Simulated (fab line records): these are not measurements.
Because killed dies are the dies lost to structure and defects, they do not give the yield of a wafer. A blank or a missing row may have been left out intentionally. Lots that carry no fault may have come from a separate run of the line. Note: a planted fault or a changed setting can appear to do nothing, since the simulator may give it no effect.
fab line records -- flow gf180mcu
record: lots: 5, wafers: 15, last-day: 34
route steps=602 shown NWELL@46 LVPWELL@54 MVSD@66
lots untouched by any fault: they come from a run of this same line in which no faults occurred
start-h: start of the lot's first displayed wafer, in hours after the record's first day -- wait-h: hours elapsed since this lot's preceding step -- " same as the row above -- L1.1+2: a single row standing in for several wafers -- - no value present, or no start provided -- * or withheld: withheld -- < > ~ a bound
route shown NAME@n: names a module that has steps shown in the file, with the first one's number in the route -- usual: mean and standard deviation over wafers with no fault -- same: alike in all rows -- chamber/n: place in a boat -- sites: per-site readings -- _std_site: how widely they spread, as a standard deviation -- _edge_site: mean of outer sites minus mean of inner sites -- radius-mm: how far each site lies from the wafer's centre -- mask NAME#n: copy n -- behind: the tool/chamber that last shaped the wafer -- hold: cause of the lot's hold/its duration in hours/its outcome -- device: the n, p or np transistor that did not switch -- end of line: the tests these same wafers got at the end of their route -- a step with no rows: only its recipe -- killed: dies that structure and defects cost at the first sort, which is not the same as the wafer's yield -- map: a wafer's dies, marking killed ones x, the rest . and places with no die _
set.NAME: the run value of the setting; set.NAME@STEP: its run value at that earlier step -- model.NAME: the simulator's own value behind a step, which no gauge read
lots at some steps of the route; a table a step, a row a wafer
services: a tool's chamber out of use, with start hour (start-h, from the record's first day; less than 0 if before it), hours out, and reason
== steps ==
step: GF_NWELL_EXPOSE_04
recipe: mask-id: Nwell, target-cd-nm: 860, na: 0.6, source-shape: conventional, sigma-outer: 0.6, dose-mj: 260
step: GF_NWELL_PEB_05
recipe: temp-c: 115, time-s: withheld
step: GF_NWELL_DEVELOP_06
recipe: wall-angle-deg: 90, develop-time-s: 60, dev-temp-c: 23
step: GF_NWELL_OVL_MEAS_07
usual: NWELL_OVL: 0.2/1.7
lot.wafer,tool,chamber,start-h,wait-h,NWELL_OVL[nm]
L822.2,overlay-02,-,71.12,-,0.3
L822.5,overlay-02,-,71.12,-,0.9
L822.6,overlay-02,-,71.12,-,1.2
L827.1,overlay-01,-,97.20,-,-0.3
L827.2,overlay-01,-,97.20,-,0.2
L827.5,overlay-01,-,97.20,-,0.8
L833.2,overlay-02,-,134.35,-,0.8
L833.3,overlay-02,-,134.35,-,0.5
L833.4,overlay-02,-,134.35,-,-0.4
L835.1,overlay-01,-,143.79,-,0.9
L835.2,overlay-01,-,143.79,-,1.1
L835.4,overlay-01,-,143.79,-,-0.1
L840.1,overlay-02,-,177.60,-,0.5
L840.3,overlay-02,-,177.60,-,-0.4
L840.5,overlay-02,-,177.60,-,1.0
step: GF_NWELL_IMPLANT_08
recipe: species: P, energy-kev: 450, dose-cm2: 1.5e+13, tilt-deg: 0
step: GF_NWELL_IMPLANT_09
recipe: species: P, energy-kev: 160, dose-cm2: 4e+12, tilt-deg: 0
step: GF_NWELL_STRIP_10
recipe: chemistry: O2/N2, power-w: 1400, pressure-mtorr: 1500, platen-temp-c: 250, o2-flow-sccm: 3000, n2-flow-sccm: 300, overash-fraction: 0.5
usual: drypump-motor-current-A: 5.6/0.53, heater-power-w: 338/25, oes-product-au: 0.723/0.0049, strip-time-to-endpoint-s: 36.98/0.11
lot.wafer,tool,chamber,start-h,wait-h,drypump-motor-current-A,heater-power-w,oes-product-au,rf-hours-counter-h,strip-time-to-endpoint-s
L822.2,plasma-asher-01,0,71.45,0.1,4.7,364,0.716,28,36.98
L822.5,plasma-asher-01,1,71.45,0.1,6.0,323,0.718,-,37.01
L822.6,plasma-asher-01,0,71.45,0.1,4.7,373,0.727,-,36.97
L827.1,plasma-asher-03,0,97.54,0.1,5.6,285,0.724,51,37.07
L827.2,plasma-asher-03,1,97.54,0.1,6.3,350,0.722,51,37.03
L827.5,plasma-asher-03,1,97.54,0.1,6.4,346,0.725,-,37.01
L833.2,plasma-asher-01,0,134.68,0.1,4.7,362,0.735,35,37.12
L833.3,plasma-asher-01,0,134.68,0.1,4.7,367,0.727,-,37.05
L833.4,plasma-asher-01,1,134.68,0.1,6.0,323,0.709,-,37.09
L835.1,plasma-asher-01,1,144.13,0.1,6.0,325,0.727,35,36.90
L835.2,plasma-asher-01,0,144.13,0.1,4.7,362,0.712,35,36.82
L835.4,plasma-asher-01,0,144.13,0.1,4.7,357,0.721,-,37.00
L840.1,plasma-asher-03,1,177.94,0.1,6.4,346,0.716,60,36.91
L840.3,plasma-asher-03,0,177.94,0.1,5.5,286,0.723,-,36.83
L840.5,plasma-asher-03,0,177.94,0.1,5.5,286,0.727,-,36.92
step: GF_NWELL_TW_MEAS_11
usual: NWELL_TW: 1584/8.3
lot.wafer,tool,chamber,start-h,wait-h,NWELL_TW
L822.2,film-metro-04,-,71.56,0.1,1592
L822.5,film-metro-04,-,71.56,0.1,1588
L822.6,film-metro-04,-,71.56,0.1,1581
L827.1,film-metro-03,-,97.64,0.1,1575
L827.2,film-metro-03,-,97.64,0.1,1572
L827.5,film-metro-03,-,97.64,0.1,1573
L833.2,film-metro-01,-,134.79,0.1,1589
L833.3,film-metro-01,-,134.79,0.1,1585
L833.4,film-metro-01,-,134.79,0.1,1590
L835.1,film-metro-01,-,144.23,0.1,1583
L835.2,film-metro-01,-,144.23,0.1,1586
L835.4,film-metro-01,-,144.23,0.1,1588
L840.1,film-metro-03,-,178.04,0.1,1581
L840.3,film-metro-03,-,178.04,0.1,1578
L840.5,film-metro-03,-,178.04,0.1,1584
step: GF_LVPWELL_DEHYDRATE_00
recipe: temp-c: 200, time-s: 60
step: GF_LVPWELL_HMDS_01
recipe: prime-time-s: 60, prime-temp-c: 120
step: GF_LVPWELL_COAT_02
recipe: spin-rpm: 2000, resist-thk-nm: 3000
step: GF_LVPWELL_SOFTBAKE_03
recipe: temp-c: 110, time-s: withheld
step: GF_LVPWELL_EXPOSE_04
recipe: mask-id: LVPWELL, target-cd-nm: 600, na: 0.6, source-shape: conventional, sigma-outer: 0.6, dose-mj: 260
usual: focus-offset-nm: 0.0/0.48
same: sigma-outer: 0.6
lot.wafer,tool,chamber,start-h,wait-h,mask,focus-offset-nm
L822.2,iline-stepper-02,0,78.62,-,LVPWELL#0,-0.5
L822.5,iline-stepper-02,0,78.62,-,LVPWELL#0,-0.9
L822.6,iline-stepper-02,0,78.62,-,LVPWELL#0,-0.4
L827.1,iline-stepper-01,0,104.45,-,LVPWELL#0,-0.2
L827.2,iline-stepper-01,0,104.45,-,LVPWELL#0,-1.3
L827.5,iline-stepper-01,0,104.45,-,LVPWELL#0,0.3
L833.2,iline-stepper-02,0,142.99,-,DNWELL#0,0.5
L833.3,iline-stepper-02,0,142.99,-,DNWELL#0,0.0
L833.4,iline-stepper-02,0,142.99,-,DNWELL#0,1.2
L835.1,iline-stepper-01,0,151.86,-,LVPWELL#0,0.1
L835.2,iline-stepper-01,0,151.86,-,LVPWELL#0,0.0
L835.4,iline-stepper-01,0,151.86,-,LVPWELL#0,0.3
L840.1,iline-stepper-02,0,186.21,-,LVPWELL#0,1.1
L840.3,iline-stepper-02,0,186.21,-,LVPWELL#0,-0.1
L840.5,iline-stepper-02,0,186.21,-,LVPWELL#0,-0.3
step: GF_LVPWELL_PEB_05
recipe: temp-c: 115, time-s: withheld
step: GF_LVPWELL_DEVELOP_06
recipe: wall-angle-deg: 90, develop-time-s: 60, dev-temp-c: 23
step: GF_LVPWELL_OVL_MEAS_07
usual: LVPWELL_OVL: 0.7/1.5
lot.wafer,tool,chamber,start-h,wait-h,LVPWELL_OVL[nm]
L822.2,overlay-02,-,84.65,-,-0.7
L822.5,overlay-02,-,84.65,-,0.4
L822.6,overlay-02,-,84.65,-,-2.1
L827.1,overlay-01,-,111.30,-,0.6
L827.2,overlay-01,-,111.30,-,2.3
L827.5,overlay-01,-,111.30,-,0.0
L833.2,overlay-01,-,150.25,-,-
L833.3,overlay-01,-,150.25,-,-
L833.4,overlay-01,-,150.25,-,-
L835.1,overlay-01,-,158.85,-,-0.2
L835.2,overlay-01,-,158.85,-,1.8
L835.4,overlay-01,-,158.85,-,0.6
L840.1,overlay-01,-,194.70,-,1.3
L840.3,overlay-01,-,194.70,-,2.9
L840.5,overlay-01,-,194.70,-,0.7
step: GF_LVPWELL_IMPLANT_08
recipe: species: B, energy-kev: 170, dose-cm2: 1.5e+13, tilt-deg: 0
step: GF_LVPWELL_IMPLANT_09
recipe: species: B, energy-kev: 60, dose-cm2: 5.099e+12, tilt-deg: 0
step: GF_LVPWELL_STRIP_10
recipe: chemistry: O2/N2, power-w: 1400, pressure-mtorr: 1500, platen-temp-c: 250, o2-flow-sccm: 3000, n2-flow-sccm: 300, overash-fraction: 0.5
usual: drypump-motor-current-A: 5.7/0.53, heater-power-w: 326/24, oes-product-au: 0.722/0.0047, strip-time-to-endpoint-s: 36.99/0.1
lot.wafer,tool,chamber,start-h,wait-h,drypump-motor-current-A,heater-power-w,oes-product-au,rf-hours-counter-h,strip-time-to-endpoint-s
L822.2,plasma-asher-03,0,84.98,0.1,5.5,286,0.720,50,37.00
L822.5,plasma-asher-03,1,84.98,0.1,6.4,344,0.727,-,36.92
L822.6,plasma-asher-03,0,84.98,0.1,5.5,288,0.724,-,36.95
L827.1,plasma-asher-01,1,111.64,0.1,6.0,322,0.717,32,36.93
L827.2,plasma-asher-01,0,111.64,0.1,4.7,363,0.725,32,37.04
L827.5,plasma-asher-01,1,111.64,0.1,6.0,325,0.720,-,37.00
L833.2,plasma-asher-04,1,150.58,0.1,6.1,337,0.710,44,36.83
L833.3,plasma-asher-04,0,150.58,0.1,5.3,316,0.724,-,36.83
L833.4,plasma-asher-04,1,150.58,0.1,6.1,336,0.728,-,36.90
L835.1,plasma-asher-03,0,159.19,0.1,5.5,285,0.730,58,36.96
L835.2,plasma-asher-03,1,159.19,0.1,6.4,344,0.721,58,36.95
L835.4,plasma-asher-03,1,159.19,0.1,6.3,330,0.715,-,36.94
L840.1,plasma-asher-01,0,195.03,0.1,4.7,355,0.720,41,36.84
L840.3,plasma-asher-01,1,195.03,0.1,6.0,318,0.719,-,36.94
L840.5,plasma-asher-01,1,195.03,0.1,6.0,324,0.725,-,36.90
step: GF_LVPWELL_TW_MEAS_11
usual: LVPWELL_TW: 564/3.1
lot.wafer,tool,chamber,start-h,wait-h,LVPWELL_TW
L822.2,film-metro-03,-,85.09,0.1,570
L822.5,film-metro-03,-,85.09,0.1,565
L822.6,film-metro-03,-,85.09,0.1,566
L827.1,film-metro-03,-,111.74,0.1,560
L827.2,film-metro-03,-,111.74,0.1,565
L827.5,film-metro-03,-,111.74,0.1,562
L833.2,film-metro-01,-,150.69,0.1,30
L833.3,film-metro-01,-,150.69,0.1,30
L833.4,film-metro-01,-,150.69,0.1,30
L835.1,film-metro-04,-,159.29,0.1,560
L835.2,film-metro-04,-,159.29,0.1,560
L835.4,film-metro-04,-,159.29,0.1,558
L840.1,film-metro-03,-,195.13,0.1,566
L840.3,film-metro-03,-,195.13,0.1,566
L840.5,film-metro-03,-,195.13,0.1,562
step: GF_MVSD_DEHYDRATE_00
recipe: temp-c: 200, time-s: 60
== services ==
tool,chamber,start-h,hours,kind
plasma-asher-01,-,96.86,2.9,repair
iline-stepper-01,-,157.40,1.7,pm
== key ==
first-sign: step: GF_LVPWELL_EXPOSE_04, reading: mask, direction: changed
effect: step: GF_LVPWELL_OVL_MEAS_07, reading: LVPWELL_OVL, direction: missing
effect: step: GF_LVPWELL_TW_MEAS_11, reading: LVPWELL_TW, direction: down, sigmas: 99+, usual: 564, struck: 30
met-at GF_LVPWELL_EXPOSE_04
struck-wafers L833.2,L833.3,L833.4
sort-left-out L833.2,L833.3,L833.4
tester-left-out L833
onset-between 78.62 142.99
fault: kind: wrong-mask, tool: any, chamber: -, onset-h: 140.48, steps: GF_LVPWELL_EXPOSE_04, aux-copy: DNWELL#0, scope: struck-lots-only
tester-left-out: of these lots the tester's yield and bins aren't shown, on N5 and GAA mostly nor the transistor test; their killed dies are dies lost to structure and defects alone, not to doping, threshold or leakage, so they don't give the yield
sort-left-out: the simulated sort isn't trusted on such a fault, so these wafers' sort isn't shown, and their yield isn't known
